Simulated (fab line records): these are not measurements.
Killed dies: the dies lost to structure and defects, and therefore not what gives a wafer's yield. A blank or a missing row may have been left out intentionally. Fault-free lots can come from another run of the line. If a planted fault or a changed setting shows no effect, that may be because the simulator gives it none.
Which tool was responsible? :: flow gf180mcu :: 12 lots with 36 wafers sampled at 3 steps, on a route of 602 steps

WHAT THE GAUGES READ, wafer by wafer
GF_V3_THK_MEAS_03.
lot: L216
measured: day 21 11:52
on: film metro-02
V3_CVD_02_THK (nm): 827 835 866

lot: L219
measured: day 22 18:47
on: film metro-02
V3_CVD_02_THK (nm): 849 860 857

lot: L220
measured: day 23 07:11
on: film metro-02
V3_CVD_02_THK (nm): 854 841 856

lot: L221
measured: day 23 09:36
on: film metro-02
V3_CVD_02_THK (nm): 847 866 854

lot: L226
measured: day 24 23:46
on: film metro-04
V3_CVD_02_THK (nm): 829 838 825

lot: L227
measured: day 25 18:32
on: film metro-04
V3_CVD_02_THK (nm): 838 839 857

lot: L230
measured: day 26 11:22
on: film metro-02
V3_CVD_02_THK (nm): 839 846 843

lot: L234
measured: day 27 14:38
on: film metro-02
V3_CVD_02_THK (nm): 839 850 852

lot: L235
measured: day 28 00:17
on: film metro-02
V3_CVD_02_THK (nm): 831 846 853

lot: L236
measured: day 28 05:05
on: film metro-04
V3_CVD_02_THK (nm): 838 848 856

lot: L237
measured: day 28 10:36
on: film metro-02
V3_CVD_02_THK (nm): 846 839 859

lot: L238
measured: day 29 04:59
on: film metro-04
V3_CVD_02_THK (nm): 848 844 869

GF_V3_CD_MEAS_14: target cd 260 nm.
lot: L216
measured: day 22 11:33
on: cd sem-02
cd nm (nm): 257.7 259.0 258.9

lot: L219
measured: day 23 17:49
on: cd sem-02
cd nm (nm): 258.8 259.8 259.5

lot: L220
measured: day 24 05:50
on: cd sem-02
cd nm (nm): 257.0 257.3 257.0

lot: L221
measured: day 24 08:25
on: cd sem-02
cd nm (nm): 258.1 259.0 257.9

lot: L226
measured: day 25 21:01
on: cd sem-02
cd nm (nm): 260.3 260.9 260.3

lot: L227
measured: day 26 15:56
on: cd sem-02
cd nm (nm): 257.8 258.3 258.6

lot: L230
measured: day 27 08:23
on: cd sem-01
cd nm (nm): 260.1 260.4 260.6

lot: L234
measured: day 28 10:52
on: cd sem-02
cd nm (nm): 258.7 260.9 258.7

lot: L235
measured: day 28 20:03
on: cd sem-02
cd nm (nm): 259.6 261.5 258.7

lot: L236
measured: day 29 01:05
on: cd sem-01
cd nm (nm): 258.8 259.3 259.6

lot: L237
measured: day 29 05:55
on: cd sem-02
cd nm (nm): 259.4 259.2 260.1

lot: L238
measured: day 30 00:25
on: cd sem-02
cd nm (nm): 258.2 259.4 258.4

EACH LOT AND THE TOOL THAT RAN IT (in order: tool; ch and the chambers of the sampled wafers; start)
lot: L216
GF_V3_CMP_04: cmp-01 ch 0,3, day 21 11:55

lot: L219
GF_V3_CMP_04: cmp-02 ch 0,1, day 22 18:53

lot: L220
GF_V3_CMP_04: cmp-01 ch 0,2,3, day 23 07:14

lot: L221
GF_V3_CMP_04: cmp-01 ch 0,1,2, day 23 09:43

lot: L226
GF_V3_CMP_04: cmp-01 ch 0,1,2, day 24 23:52

lot: L227
GF_V3_CMP_04: cmp-02 ch 1,2,3, day 25 18:35

lot: L230
GF_V3_CMP_04: cmp-02 ch 0,1,3, day 26 11:26

lot: L234
GF_V3_CMP_04: cmp-02 ch 2,3, day 27 14:42

lot: L235
GF_V3_CMP_04: cmp-01 ch 0,1,3, day 28 00:28

lot: L236
GF_V3_CMP_04: cmp-01 ch 0,1,3, day 28 05:14

lot: L237
GF_V3_CMP_04: cmp-01 ch 1,2, day 28 10:40

lot: L238
GF_V3_CMP_04: cmp-02 ch 2,3, day 29 05:02
- GF_V3_CMP_04: polishes SiO2.

AS READ BY THE TOOLS THEMSELVES (means over the sampled wafers that have a number; for cases with no such wafer, the mark the record gives instead)
GF_V3_CMP_04.
lot: L216
tool: cmp-01
motor current A (A): 12.9
time to endpoint s (s): 77

lot: L219
tool: cmp-02
motor current A (A): 10.5
time to endpoint s (s): 84

lot: L220
tool: cmp-01
motor current A (A): 12.6
time to endpoint s (s): 82

lot: L221
tool: cmp-01
motor current A (A): 12.6
time to endpoint s (s): 85

lot: L226
tool: cmp-01
motor current A (A): 12.5
time to endpoint s (s): 76

lot: L227
tool: cmp-02
motor current A (A): 11.4
time to endpoint s (s): 78

lot: L230
tool: cmp-02
motor current A (A): 11.4
time to endpoint s (s): 75

lot: L234
tool: cmp-02
motor current A (A): 12.0
time to endpoint s (s): 78

lot: L235
tool: cmp-01
motor current A (A): 13.0
time to endpoint s (s): 80

lot: L236
tool: cmp-01
motor current A (A): 12.6
time to endpoint s (s): 111

lot: L237
tool: cmp-01
motor current A (A): 12.4
time to endpoint s (s): 108

lot: L238
tool: cmp-02
motor current A (A): 11.7
time to endpoint s (s): 85

THE ANSWER, worked out from the rows above alone
Rule: what is usual is taken from the lots themselves. The widest of any qualifying gaps counts: lots, ordered by their means at a reading, are off when they make up no more than a third of the lots, leave a main group of 4 or more, and stand apart from it by 3 or more times the standard deviation of that group's means. Not used: any main group whose means are identical at the precision the tables above print for the reading. A lot without any number at a reading at which 4 lots or more have one is off too. Where the step has rows for the other lots, those lots are counted as sound. The gauges are gone through in route order, then the tools' own readings, and for those a lot's mean is taken as printed above. The first step at which some lot is off is used, and at that step the reading that is off furthest; a lot without a number counts as furthest.
Off, at GF_V3_CMP_04 on time to endpoint s: L236, L237. The main group has a mean of 80 s with a standard deviation of 3.6.
If a tool, at that step or one of the process steps before it, ran each lot that is off and ran no sound lot following the first of them, it fits. One candidate fits, namely cmp-01 at GF_V3_CMP_04. Its last sound lot is L235 (day 28 00:28), its first lot that is off L236 (day 28 05:14): a fault that began between those two fits.
The tool's own readings at GF_V3_CMP_04 bear it out: on the lots that are off they differ by more than 5 times the standard deviation of the sound lots' means. time to endpoint s reads 110 s there against 80 s on the sound lots.

WHAT THE SIMULATOR HAD PUT IN
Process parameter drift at GF_V3_CMP_04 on cmp-01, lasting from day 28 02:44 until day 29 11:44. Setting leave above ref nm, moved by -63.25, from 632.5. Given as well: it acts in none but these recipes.
Lots struck among those shown: L236, L237. The rule above reached the same finding.
